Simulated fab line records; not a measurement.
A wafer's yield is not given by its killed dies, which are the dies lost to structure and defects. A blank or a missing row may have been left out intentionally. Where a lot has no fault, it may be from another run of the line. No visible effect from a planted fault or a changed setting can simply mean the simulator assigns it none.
fab line records | flow sfq_line
[record] lots = 14 | wafers = 40 | last_day = 92
route steps=325 shown L0@6
lots that met no fault: taken from a fault-free run of the same line
start_h: hours from the record's opening day to when the first of the lot's shown wafers began | wait_h: hours from the lot's prior step to this one | " repeats the value in the row above | L1.1+2: one row covering several wafers at once | - either no value or no given start | * or withheld: withheld | < > ~ a bound
route shown NAME@n: names a module that has steps shown in the file, with the first one's number in the route | usual: the fault-free wafers' mean and standard deviation | same: alike in all rows | chamber/n: place in a boat | sites: readings site by site | _std_site: the standard deviation of these | _edge_site: inner sites' mean taken away from outer sites' mean | radius_mm: how far each site lies from the wafer's centre | mask NAME#n: copy n | behind: the tool/chamber that last shaped the wafer | hold: reason for holding the lot/hours on hold/outcome of the hold | device: whichever transistor did not switch (one of n, p or np) | end of line: the tests these same wafers got at the end of their route | for a step that has no rows: nothing shown but its recipe | killed: dies lost to structure and defects at the first sort, not the wafer's yield | map: shows each die of a wafer: x if killed, . if not, _ if none is there
set.NAME: the setting that was run; set.NAME@STEP: the one run at that earlier step | model.NAME: the simulator's own value behind a step, which no gauge read
one table for each step of the route and one row for each wafer, over a sample of lots
services: when a tool's chamber went out of use (start_h, in hours from the record's first day, below 0 if earlier), for how many hours, and the reason
[[steps]]
[step SFQ_TRILAYER_L0_LITHO_COAT_010]
[recipe] resist = BARC | spin_rpm = 3000 | resist_thk_nm = 62
[usual] dispense_pressure_kPa = 53/4.4
lot.wafer | tool           | chamber | start_h | wait_h | dispense_pressure_kPa
L778.2    | litho_track-02 | 0       | 12.79   | 0.1    | 52
L778.5    | "              | 0       | "       | "      | 52
L778.6    | "              | 0       | "       | "      | 52
L779.2    | litho_track-02 | 0       | 17.79   | 0.1    | 52
L779.5    | "              | 0       | "       | "      | 52
L779.6    | "              | 0       | "       | "      | 52
L780.1    | litho_track-01 | 0       | 22.74   | 0.1    | 47
L780.4    | "              | 0       | "       | "      | 47
L780.5    | "              | 0       | "       | "      | 47
L781.3    | litho_track-02 | 0       | 27.84   | 0.1    | 52
L781.4    | "              | 0       | "       | "      | 52
L781.6    | "              | 0       | "       | "      | 52
L782.4    | litho_track-01 | 0       | 32.89   | 0.2    | 47
L782.5    | "              | 0       | "       | "      | 47
L782.6    | "              | 0       | "       | "      | 47
L783.4    | litho_track-04 | 0       | 37.89   | 0.2    | 58
L783.5    | "              | 0       | "       | "      | 58
L783.6    | "              | 0       | "       | "      | 58
L784.1    | litho_track-01 | 0       | 42.74   | 0.1    | 47
L784.2    | "              | 0       | "       | "      | 47
L784.4    | "              | 0       | "       | "      | 47
L785.2    | litho_track-04 | 0       | 47.79   | 0.1    | 58
L785.3    | "              | 0       | "       | "      | 58
L785.6    | "              | 0       | "       | "      | 58
L786.2    | litho_track-04 | 0       | 52.79   | 0.1    | 58
L786.5    | "              | 0       | "       | "      | 58
L786.6    | "              | 0       | "       | "      | 58
L792.3    | litho_track-04 | 0       | 82.84   | 0.1    | 58
L792.6    | "              | 0       | "       | "      | 58
L794.2    | litho_track-04 | 0       | 92.79   | 0.1    | 58
L794.6    | "              | 0       | "       | "      | 58
L797.2    | litho_track-01 | 0       | 107.79  | 0.1    | 47
L797.5    | "              | 0       | "       | "      | 47
L797.6    | "              | 0       | "       | "      | 47
L799.2    | litho_track-02 | 0       | 117.79  | 0.1    | 52
L799.4    | "              | 0       | "       | "      | 52
L799.6    | "              | 0       | "       | "      | 52
L800.3    | litho_track-02 | 0       | 123.01  | 0.3    | 52
L800.4    | "              | 0       | "       | "      | 52
L800.5    | "              | 0       | "       | "      | 52
[step SFQ_TRILAYER_L0_BARC_OPEN_METAL_ETCH_010]
[recipe] mask_material = PR | chemistry = O2 | target_depth_nm = 125 | target = BARC | icp_w = 600 | bias_w = 80 | pressure_mtorr = 10 | time_s = 41.7
[usual] drypump_motor_current_A = 5.8/0.35 | oes_product_au = 0.685/0.0049
[same] time_s = 41.7
lot.wafer | tool         | chamber | start_h | wait_h | drypump_motor_current_A | oes_product_au | rf_hours_counter_h
L778.2    | rie_metal-02 | 1       | 62.98   | 0.1    | 6.3                     | 0.680          | 166
L778.5    | "            | 1       | "       | "      | 6.3                     | 0.677          | -
L778.6    | "            | 0       | "       | "      | 5.5                     | 0.692          | -
L779.2    | rie_metal-04 | 0       | 66.58   | 0.1    | 5.8                     | 0.687          | 153
L779.5    | "            | 1       | "       | "      | 6.2                     | 0.689          | -
L779.6    | "            | 0       | "       | "      | 5.8                     | 0.687          | -
L780.1    | rie_metal-02 | 0       | 67.78   | 0.1    | 5.5                     | 0.688          | 90
L780.4    | "            | 0       | "       | "      | 5.5                     | 0.692          | -
L780.5    | "            | 0       | "       | "      | 5.5                     | 0.686          | -
L781.3    | rie_metal-04 | 1       | 69.00   | 0.1    | 6.2                     | 0.682          | -
L781.4    | "            | 0       | "       | "      | 5.8                     | 0.675          | -
L781.6    | "            | 1       | "       | "      | 6.2                     | 0.684          | -
L782.4    | rie_metal-01 | 0       | 71.40   | 0.1    | 5.5                     | 0.691          | -
L782.5    | "            | 0       | "       | "      | 5.5                     | 0.687          | -
L782.6    | "            | 1       | "       | "      | 5.4                     | 0.683          | -
L783.4    | rie_metal-01 | 0       | 73.80   | 0.1    | 5.5                     | 0.688          | -
L783.5    | "            | 0       | "       | "      | 5.5                     | 0.675          | -
L783.6    | "            | 1       | "       | "      | 5.5                     | 0.684          | -
L784.1    | rie_metal-04 | 1       | 75.11   | 0.3    | 6.2                     | 0.689          | 120
L784.2    | "            | 0       | "       | "      | 5.8                     | 0.681          | 155
L784.4    | "            | 0       | "       | "      | 5.7                     | 0.687          | -
L785.2    | rie_metal-04 | 1       | 77.38   | 0.1    | 6.1                     | 0.681          | 120
L785.3    | "            | 1       | "       | "      | 6.2                     | 0.688          | -
L785.6    | "            | 1       | "       | "      | 6.1                     | 0.686          | -
L786.2    | rie_metal-01 | 0       | 82.93   | 0.1    | 5.5                     | 0.688          | 8
L786.5    | "            | 1       | "       | "      | 5.4                     | 0.683          | -
L786.6    | "            | 0       | "       | "      | 5.5                     | 0.683          | -
L792.3    | rie_metal-02 | 1       | 118.13  | 0.1    | 6.3                     | 0.683          | -
L792.6    | "            | 1       | "       | "      | 6.3                     | 0.709          | -
L794.2    | rie_metal-01 | 1       | 127.71  | 0.1    | 5.4                     | 0.716          | 196
L794.6    | "            | 0       | "       | "      | 5.5                     | 0.715          | -
L797.2    | rie_metal-04 | 0       | 142.11  | 0.1    | 5.8                     | 0.683          | 167
L797.5    | "            | 1       | "       | "      | 6.2                     | 0.688          | -
L797.6    | "            | 0       | "       | "      | 5.8                     | 0.686          | -
L799.2    | rie_metal-02 | 0       | 154.11  | 0.1    | 5.5                     | 0.680          | 107
L799.4    | "            | 1       | "       | "      | 6.3                     | 0.682          | -
L799.6    | "            | 0       | "       | "      | 5.5                     | 0.684          | -
L800.3    | rie_metal-04 | 0       | 157.73  | 0.1    | 5.8                     | 0.685          | -
L800.4    | "            | 1       | "       | "      | 6.2                     | 0.689          | -
L800.5    | "            | 0       | "       | "      | 5.8                     | 0.681          | -
[[services]]
tool         | chamber | start_h | hours | kind
rie_metal-01 | 0       | 6.15    | -     | clean
rie_metal-01 | 0       | 6.15    | -     | consumable_replace:focus_ring
rie_metal-01 | 0       | 6.15    | 23.1  | scheduled_down
rie_metal-01 | 0       | 6.15    | 23.1  | vent_cycle
rie_metal-02 | -       | 74.25   | 1.4   | pm
rie_metal-04 | -       | 82.32   | 2.8   | pm
rie_metal-01 | 0       | 113.52  | 6.9   | repair
rie_metal-04 | 0       | 128.13  | 6.3   | repair
rie_metal-04 | -       | 139.01  | 0.4   | repair
[[key]]
[first_sign] step = SFQ_TRILAYER_L0_BARC_OPEN_METAL_ETCH_010 | reading = oes_product_au | direction = up | sigmas = 5.7 | usual = 0.685 | struck = 0.713
effect none on later readings
met_at SFQ_TRILAYER_L0_LITHO_COAT_010
struck_lots L792,L794
struck_wafers L792.6,L794.2,L794.6
onset_between 52.79 82.84
[fault] kind = process_parameter_drift | tool = litho_track-04 | chamber = - | onset_h = 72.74 | steps = SFQ_TRILAYER_L0_LITHO_COAT_010 | channel = resist_thk_nm | offset = 5.1214 | shape = step | end_h = 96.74 | scope = struck_wafers_only | acts_in = these_recipes_only | stated = 62
